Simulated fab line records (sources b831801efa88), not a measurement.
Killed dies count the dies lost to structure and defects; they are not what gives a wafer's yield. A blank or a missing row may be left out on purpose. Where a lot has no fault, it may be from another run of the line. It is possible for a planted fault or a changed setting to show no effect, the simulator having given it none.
Matching of chambers	flow sky130	4 sister chambers for SKY_VIA1_CMP_24 on cmp-02
The step polishes, stops on SiO2, t overpolish 15 s, target thk 0 nm. 8 wafers are shown with their chamber, then 7 later ones without.

== WAFERS WITH THEIR CHAMBER ==
wafer	chamber	motor-current-A (A)	time-to-endpoint-s (s)
L888.4	3	11.1	66.5
L887.1	2	9.5	60.6
L887.6	3	10.9	64.8
L891.1	2	9.5	64.6
L891.4	0	9.9	61.9
L891.6	1	10.1	62.3
L902.1	0	10.2	64.0
L902.3	1	10.1	64.3

== WAFERS MISSING THEIR CHAMBER ==
wafer	motor-current-A (A)	time-to-endpoint-s (s)
L902.5	9.1	64.4
L903.1	11.7	68.8
L903.2	10.3	63.8
L903.4	9.0	67.6
L907.4	10.5	62.3
L907.5	10.5	63.2
L907.6	10.2	63.1

== WHICH CHAMBER EACH WENT THROUGH ==
wafer	from the rows above	in truth
L902.5	2	2
L903.1	3	3
L903.2	can't be placed: 1 or 0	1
L903.4	2	2
L907.4	can't be placed: 1 or 0 or 3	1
L907.5	can't be placed: 1 or 0 or 3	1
L907.6	can't be placed: 1 or 0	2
Correctly placed: 3 of 7. Cannot be placed on the basis of these rows: 4; the candidates contain the true chamber in 3. 0 placed wrongly.
How it was worked out, from the rows above alone: a wafer's distance from a chamber is the root of the sum, over the readings, of the square of ((its reading less the chamber's mean) divided by the reading's scatter). If the next closest chamber is less than 2 further off than the closest, the wafer can't be placed; otherwise it belongs to the closest. A chamber's mean is the mean of its shown wafers. The scatter is the square root of a quotient: the sum, over the shown wafers, of each reading's squared deviation from its chamber's mean, divided by wafers minus chambers.
